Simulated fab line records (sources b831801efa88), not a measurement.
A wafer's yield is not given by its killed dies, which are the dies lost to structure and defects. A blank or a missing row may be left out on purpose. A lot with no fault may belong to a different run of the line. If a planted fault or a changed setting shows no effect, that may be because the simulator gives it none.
The tool behind it: which one? | flow sky130 | Sampling: 15 lots, 45 wafers, 2 of 708 route steps

WHAT THE GAUGES READ, wafer by wafer
Not one reading of a measure or inspect step in the record can be checked against a usual standard deviation.

EACH LOT AND THE TOOL THAT RAN IT (in order: tool; ch and the chambers of the sampled wafers; start)
lot  | SKY_VIA3_CMP_24               | SKY_PAD_OPEN_PROBE_99
L664 | cmp-02 ch 0,2,3, day 39 14:01 | prober-01, day 45 16:17
L665 | cmp-02 ch 0,2,3, day 40 00:03 | prober-02, day 46 01:09
L666 | cmp-01 ch 0,2, day 40 11:08   | prober-01, day 46 09:53
L667 | cmp-02 ch 0,1,3, day 40 13:30 | prober-02, day 46 12:18
L668 | cmp-01 ch 0,2,3, day 41 06:16 | prober-01, day 47 02:19
L669 | cmp-02 ch 1,2, day 41 08:41   | prober-02, day 47 05:06
L670 | cmp-02 ch 0,1,2, day 41 10:17 | prober-01, day 47 05:13
L671 | cmp-01 ch 0,2,3, day 41 18:51 | prober-02, day 47 14:19
L672 | cmp-02 ch 0,2, day 42 04:23   | prober-01, day 47 21:26
L673 | cmp-01 ch 1,3, day 42 12:21   | prober-02, day 48 02:31
L674 | cmp-01 ch 0,2,3, day 42 15:35 | prober-01, day 48 05:31
L675 | cmp-01 ch 0,1, day 43 01:40   | prober-02, day 48 15:15
L684 | cmp-01 ch 0,3, day 45 14:28   | prober-02, day 50 15:37
L685 | cmp-01 ch 0,1,2, day 45 16:54 | prober-01, day 50 17:56
L686 | cmp-01 ch 0,2,3, day 45 21:35 | prober-02, day 50 21:19
- SKY_VIA3_CMP_24: polishes, stops on SiO2, t overpolish 20 s, target thk 0 nm.
- SKY_PAD_OPEN_PROBE_99

WHAT THE TOOLS THEMSELVES READ (means of the sampled wafers that have a number; where no wafer has one, the mark that the record gives instead)
SKY_VIA3_CMP_24.
lot  | tool   | motor current A (A) | overpolish run s (s) | slurry filter dp kPa (kPa) | time to endpoint s (s)
L664 | cmp-02 | 11.2                | 19.994               | 13.41                      | 93
L665 | cmp-02 | 10.9                | 20.002               | 13.49                      | 96
L666 | cmp-01 | 10.5                | 20.003               | 13.45                      | 96
L667 | cmp-02 | 10.1                | 19.990               | 13.41                      | 98
L668 | cmp-01 | 11.2                | 19.997               | 13.51                      | 91
L669 | cmp-02 | 10.4                | 19.999               | 13.58                      | 89
L670 | cmp-02 | 10.6                | 19.992               | 13.50                      | 92
L671 | cmp-01 | 11.0                | 20.004               | 13.58                      | 96
L672 | cmp-02 | 10.9                | 20.004               | 13.43                      | 94
L673 | cmp-01 | 10.2                | 20.006               | 13.52                      | 90
L674 | cmp-01 | 11.3                | 20.004               | 13.51                      | 88
L675 | cmp-01 | 11.6                | 20.008               | 13.53                      | 84
L684 | cmp-01 | 11.5                | 20.002               | 13.52                      | 93
L685 | cmp-01 | 10.5                | 19.998               | 13.57                      | 93
L686 | cmp-01 | 11.0                | 19.989               | 13.55                      | 95

SKY_PAD_OPEN_PROBE_99.
lot  | tool      | defect limited yield (%) | killed_at_M0_to_M3 | killed_at_M4_up | killed at contacts | killed at front end | killed at other | killed dies | killed on rim | killed open | killed short | sort_bin_3_pad_short (%) | sort_bin_5_function (%) | sort_bin_6_memory (%) | sort n pass | sort yield pct (%)
L664 | prober-01 | 83.5                     | 39                 | 2.3             | 21                 | 18                  | 0.3             | 81          | 17            | 45          | 36           | 0.5                      | 9.5                     | 6.6                   | 411         | 83.5
L665 | prober-02 | 84.1                     | 38                 | 1.7             | 24                 | 14                  | 0.3             | 78          | 15            | 46          | 31           | 0.7                      | 8.8                     | 6.4                   | 414         | 84.1
L666 | prober-01 | 85.8                     | 34                 | 2.7             | 17                 | 16                  | 0.0             | 70          | 14            | 39          | 31           | 0.4                      | 8.6                     | 5.2                   | 422         | 85.8
L667 | prober-02 | 82.1                     | 46                 | 3.0             | 24                 | 15                  | 0.0             | 88          | 15            | 46          | 42           | 0.8                      | 11.2                    | 5.9                   | 404         | 82.1
L668 | prober-01 | 83.5                     | 38                 | 2.0             | 23                 | 17                  | 1.3             | 81          | 16            | 46          | 34           | 1.1                      | 9.3                     | 6.0                   | 411         | 83.5
L669 | prober-02 | 83.4                     | 44                 | 2.0             | 24                 | 11                  | 0.3             | 82          | 19            | 44          | 38           | 0.9                      | 10.2                    | 5.5                   | 410         | 83.4
L670 | prober-01 | 83.2                     | 43                 | 4.0             | 27                 | 8                   | 0.3             | 82          | 13            | 49          | 33           | 0.7                      | 10.0                    | 6.0                   | 410         | 83.2
L671 | prober-02 | 84.0                     | 40                 | 2.0             | 22                 | 15                  | 0.0             | 79          | 18            | 41          | 37           | 0.7                      | 9.6                     | 5.6                   | 413         | 84.0
L672 | prober-01 | 81.6                     | 45                 | 4.7             | 28                 | 12                  | 0.3             | 90          | 16            | 43          | 46           | 0.7                      | 10.5                    | 7.1                   | 402         | 81.6
L673 | prober-02 | 83.6                     | 41                 | 4.7             | 23                 | 12                  | 0.7             | 81          | 16            | 42          | 38           | 0.7                      | 9.5                     | 6.1                   | 411         | 83.6
L674 | prober-01 | 83.9                     | 42                 | 3.0             | 24                 | 11                  | 0.0             | 79          | 15            | 40          | 39           | 1.0                      | 9.9                     | 5.2                   | 413         | 83.9
L675 | prober-02 | 80.7                     | 47                 | 5.3             | 29                 | 14                  | 0.0             | 95          | 19            | 51          | 44           | 1.0                      | 11.5                    | 6.8                   | 397         | 80.7
L684 | prober-02 | 63.5                     | 144                | 3.7             | 15                 | 16                  | 0.3             | 180         | 33            | 42          | 34           | 2.7                      | 24.3                    | 9.6                   | 312         | 63.5
L685 | prober-01 | 75.2                     | 83                 | 1.0             | 25                 | 13                  | 0.0             | 122         | 26            | 41          | 34           | 1.2                      | 14.9                    | 8.7                   | 370         | 75.2
L686 | prober-02 | 72.6                     | 90                 | 3.0             | 28                 | 14                  | 0.0             | 135         | 25            | 48          | 38           | 1.8                      | 15.5                    | 10.1                  | 357         | 72.6

THE ANSWER, worked out from the rows above alone
Rule: the lots themselves supply what counts as usual. Put in order of their means at a reading, lots are off if they are a third of the lots or fewer, leave a main group of 4 or more, and stand apart from it by a gap of 3 or more times the standard deviation of the main group's means; of several such gaps the widest counts. The tables above print the reading to a certain number of digits; a main group whose means all agree to those digits is not used. A lot without any number at a reading at which 4 lots or more have one is off too. The other lots that the step has rows for count as sound. Order of review: gauges by route order, followed by the tools' own readings, for which a lot's mean as printed above is used. At the first step where some lot is off, the reading lying furthest off is the one used; lots without a number count as furthest.
Off at SKY_PAD_OPEN_PROBE_99 (killed_at_M0_to_M3): L684, L685, L686. For the main group the mean is 41 and the standard deviation 3.7.
If a tool, at that step or one of the process steps before it, ran each lot that is off and ran no sound lot following the first of them, it fits. One fits: SKY_VIA3_CMP_24 on cmp-01. A fault onset in the window from L675 (day 43 01:40, its last sound lot) to L684 (day 45 14:28, its first lot off) fits.

WHAT THE SIMULATOR PUT IN
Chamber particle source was cmp-01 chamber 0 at SKY_VIA3_CMP_24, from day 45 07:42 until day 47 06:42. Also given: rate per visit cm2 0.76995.
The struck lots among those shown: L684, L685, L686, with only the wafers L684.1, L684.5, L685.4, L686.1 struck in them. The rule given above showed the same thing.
